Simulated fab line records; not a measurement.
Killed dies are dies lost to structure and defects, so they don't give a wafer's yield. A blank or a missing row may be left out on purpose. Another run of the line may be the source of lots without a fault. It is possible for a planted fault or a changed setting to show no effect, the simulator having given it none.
Comparing a struck lot with a sound one || flow sky130 || 22 out of 708 route steps
Sound: wafers L201.2, L201.3, L201.5. Struck: wafer L209.3 (L209.2, L209.6, from the same lot, were not struck and are left out); the cause is given at the end.
For every step that has rows: the tool of each side, followed by ch and its chambers, followed by its first start. Under that, the readings that differ: sound wafers || struck wafers || difference of the means || sigmas: that difference in standard deviations of wafers without a fault.
alike: readings with means less than 2 such deviations apart, plus words and numbers identical on both sides. not compared: withheld readings, readings lacking a value on some wafer, bounds such as >300 that could conceal the same value, and numbers that have no deviation in the record and whose values overlap.
Wherever a step has rows on one side only, a row that says differs or no value, or a row with sigmas, the two part there. Numbers that have no deviation but don't overlap get no sigmas and don't part them. A reading that every wafer of one side lacks parts them only if that side has two wafers or more.

first, 1 step without rows for these wafers: SKY_LOCAL_INTERCONNECT_CLEAN_18 (cleans in O3/DIW).
SKY_CONTACT_CVD_00: deposits Si3N4, target thk 75 nm.
  sound on pecvd-04 ch 0,1,2, day 32 02:49; struck on pecvd-04 ch 2, day 34 20:11
  alike: heaterPowerW
SKY_CONTACT_THK_MEAS_01:
  sound on filmMetro-04 at day 32 02:51; struck on filmMetro-03 at day 34 20:13
  alike: CONTACT_CVD_00_THK
then, 1 step without rows for these wafers: SKY_CONTACT_HDPCVD_02 (deposits SiO2, target thk 565 nm, time 94.2 s).
SKY_CONTACT_THK_MEAS_03:
  sound on filmMetro-04 at day 32 03:01; struck on filmMetro-04 at day 34 20:21
  alike: CONTACT_HDPCVD_THK
SKY_CONTACT_CMP_04: polishes SiO2.
  sound on cmp-01 ch 0,1,2, day 32 04:46; struck on cmp-02 ch 3, day 34 20:24
  alike: motorCurrentA, platenRpm, timeToEndpointS
SKY_CONTACT_BOW_MEAS_05:
  sound on filmMetro-01 at day 32 05:05; struck on filmMetro-01 at day 34 20:43
  alike: CONTACT_BOW
then, 5 steps without rows for these wafers: SKY_CONTACT_DEHYDRATE_06 (time 60 s); SKY_CONTACT_HMDS_07 (prime time 60 s); SKY_CONTACT_COAT_08 (resist thk 60 nm); SKY_CONTACT_COAT_09 (resist thk 450 nm); SKY_CONTACT_SOFTBAKE_10 (time 90 s).
SKY_CONTACT_EXPOSE_11: exposes mask CTM1, target cd 170 nm.
  sound on krfScanner-02 ch 0, day 32 19:06; struck on krfScanner-02 ch 0, day 35 10:08
  alike: mask
then, 2 steps without rows for these wafers: SKY_CONTACT_PEB_12; SKY_CONTACT_DEVELOP_13 (develop time 60 s).
SKY_CONTACT_CD_MEAS_14: the cd target is 170 nm.
  sound on cdSem-01 at day 33 08:11; struck on cdSem-01 at day 35 22:29
{"reading": "cdNm (nm)", "sound": "170.5 171.8 170.6", "struck": 125.3, "difference": -45.7, "sigmas": -33}
SKY_CONTACT_OVL_MEAS_15:
  sound on overlay-02 at day 33 08:17; struck on overlay-01 at day 35 22:35
  alike: CONTACT_OVL
SKY_CONTACT_ETCH_16: etches BARC in N2/H2, stops on SiO2, time 45.9 s, target depth 60 nm.
  sound on rieDiel-02 ch 0,1, day 33 08:19; struck on rieDiel-04 ch 0, day 35 22:37
{"reading": "model.CONTACT.cdNm (nm)", "sound": "170.5 171.7 170.7", "struck": 125.6, "difference": -45.4, "sigmas": ""}
  alike: drypumpMotorCurrentA, h2FlowSccm, oesProductAu, throttleValvePct
  not compared: rfHoursCounterH
SKY_CONTACT_ETCH_17: etches SiO2 in C4F8/O2/Ar, stops on Si3N4, target depth 340 nm.
  sound on rieDiel-02 ch 0,1, day 33 08:22; struck on rieDiel-04 ch 0, day 35 22:40
  alike: oesProductAu
SKY_CONTACT_ETCH_18: etches Si3N4 in CHF3/O2, stops on TiN, time 39 s, target depth 75 nm.
  sound: rieDiel-02 ch 0,1; struck: rieDiel-04 ch 0
{"reading": "model.CONTACT.cdNm (nm)", "sound": "170.7 171.9 171", "struck": 125.6, "difference": -45.6, "sigmas": ""}
  alike: drypumpMotorCurrentA, oesProductAu, throttleValvePct
  not compared: rfHoursCounterH
SKY_CONTACT_STRIP_19: strips in O2/N2.
  sound on plasmaAsher-01 ch 0, day 33 08:27; struck on plasmaAsher-02 ch 0, day 35 22:45
  alike: drypumpMotorCurrentA, oesProductAu, stripTimeToEndpointS
  not compared: rfHoursCounterH
-- the record jumps here: 13 days lie between the struck wafers' starts before and after (it left off in module CONTACT and takes up again in module PAD_OPEN, whose first step shown is number 708 of the route) --
SKY_PAD_OPEN_PROBE_99:
  the record has rows for the struck wafers here (prober-01, day 49 04:53) and none for the sound ones

## WHERE THEY PART
At SKY_CONTACT_CD_MEAS_14 first; at SKY_PAD_OPEN_PROBE_99 last (within this record only).

WHY: what had been put in by the simulator
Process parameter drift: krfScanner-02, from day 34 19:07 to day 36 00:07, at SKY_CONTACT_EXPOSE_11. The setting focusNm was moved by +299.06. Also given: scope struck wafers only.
